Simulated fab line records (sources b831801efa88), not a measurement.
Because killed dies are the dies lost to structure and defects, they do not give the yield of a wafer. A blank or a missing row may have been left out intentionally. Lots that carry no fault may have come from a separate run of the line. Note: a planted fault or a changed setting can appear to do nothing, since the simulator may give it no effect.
Split-lot study | flow sfq-line | 5 lots, 27 wafers read, on a route of 325 steps

## ABOUT THE SPLIT
At SFQ_TRILAYER_M6_ETCH_METAL_ETCH_162 (etches Nb in Cl2/Ar, stops on SiO2, target depth 240 nm, time 120 s), the setting time-s was moved away from the recipe's 120 s on 9 of the 27 wafers read, by -31.1% to +55.9%. All remaining wafers had this setting at the recipe value.

Reading taken at the split's own step.

## THE READING
KrF_of_TRILAYER_M6_LITHO_COAT_159.thk-nm (the simulator's own value, which no gauge read), in nm, at SFQ_TRILAYER_M6_ETCH_METAL_ETCH_162 (etches Nb in Cl2/Ar, stops on SiO2, target depth 240 nm, time 120 s). The file gives no usual value for it. Average 381.5 nm, standard deviation 3.4 nm, over the 18 wafers here run with the recipe.

wafer  | tool, chamber at the split | time-s as run, s | against the recipe | KrF_of_TRILAYER_M6_LITHO_COAT_159.thk-nm, nm | against lot-mates on the recipe
L079.1 | rie-metal-04, 1            | 120              | recipe             | 376.3                                        | -
L079.2 | rie-metal-04, 0            | 120              | recipe             | 384.5                                        | -
L079.3 | rie-metal-04, 1            | 82.64            | -31.1%             | 425.2                                        | +43.5
L079.4 | rie-metal-04, 0            | 82.64            | -31.1%             | 428.3                                        | +46.6
L079.5 | rie-metal-04, 0            | 120              | recipe             | 384.2                                        | -
L079.6 | rie-metal-04, 1            | 82.64            | -31.1%             | 421                                          | +39.3
L080.1 | rie-metal-01, 1            | 120              | recipe             | 379.3                                        | -
L080.2 | rie-metal-01, 0            | 120              | recipe             | 381.5                                        | -
L080.3 | rie-metal-01, 1            | 120              | recipe             | 380                                          | -
L081.1 | rie-metal-03, 1            | 120              | recipe             | 378.8                                        | -
L081.2 | rie-metal-03, 0            | 120              | recipe             | 383.6                                        | -
L081.3 | rie-metal-03, 1            | 120              | recipe             | 376.7                                        | -
L081.4 | rie-metal-03, 0            | 173.5            | +44.6%             | 324.6                                        | -55.1
L081.5 | rie-metal-03, 1            | 173.5            | +44.6%             | 312.3                                        | -67.4
L081.6 | rie-metal-03, 0            | 173.5            | +44.6%             | 324.4                                        | -55.3
L084.1 | rie-metal-04, 0            | 187.1            | +55.9%             | 301.7                                        | -76.9
L084.2 | rie-metal-04, 1            | 187.1            | +55.9%             | 296.7                                        | -81.9
L084.3 | rie-metal-04, 1            | 120              | recipe             | 378.6                                        | -
L084.4 | rie-metal-04, 0            | 120              | recipe             | 379.9                                        | -
L084.5 | rie-metal-04, 1            | 120              | recipe             | 377.2                                        | -
L084.6 | rie-metal-04, 0            | 187.1            | +55.9%             | 301.4                                        | -77.2
L085.1 | rie-metal-03, 1            | 120              | recipe             | 380.9                                        | -
L085.2 | rie-metal-03, 0            | 120              | recipe             | 386                                          | -
L085.3 | rie-metal-03, 1            | 120              | recipe             | 382.9                                        | -
L085.4 | rie-metal-03, 0            | 120              | recipe             | 386.6                                        | -
L085.5 | rie-metal-03, 1            | 120              | recipe             | 381.4                                        | -
L085.6 | rie-metal-03, 0            | 120              | recipe             | 388.1                                        | -

THE FIT
A straight line over all 27 wafers: KrF_of_TRILAYER_M6_LITHO_COAT_159.thk-nm changes by -1.42 nm for each +1% of time-s; r = -0.99; the points scatter about the line by 3.9 nm.
The same after taking each lot's own level away (the mean of its wafers on the recipe; 27 wafers): -1.38 nm for each +1%; r = -1.00; scatter 3.4 nm.
The reading moves by 77 nm for the largest change in time-s, on that fit.
From 378.57 to 384.32 nm: that is the span of the lots' own levels, equal to 1.7 times the standard deviation above.
The two slopes agree, so the slope changes little with the lot-to-lot level.
Check: -77 nm against its lot-mates is what the line predicts for one of the wafers moved furthest among these (+55.9%) when that wafer is left out of the fit. Against them it came out at -76.9 nm.

## THESE WAFERS: OTHER SPLITS
These wafers also went through other splits before the reading. Each is held against what the fit with the lots' levels taken away leaves over:
other split on the same wafers        | wafers away from the commonest value | r with KrF_of_TRILAYER_M6_LITHO_COAT_159.thk-nm (lot level and that fit taken away)
SFQ_TRILAYER_A5C_DEP_PECVD_142 time-s | 6                                    | +0.01

## FILE'S OWN FIT
KrF_of_TRILAYER_M6_LITHO_COAT_159.thk-nm changes by -1.38 nm for each +1% of time-s, r = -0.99.
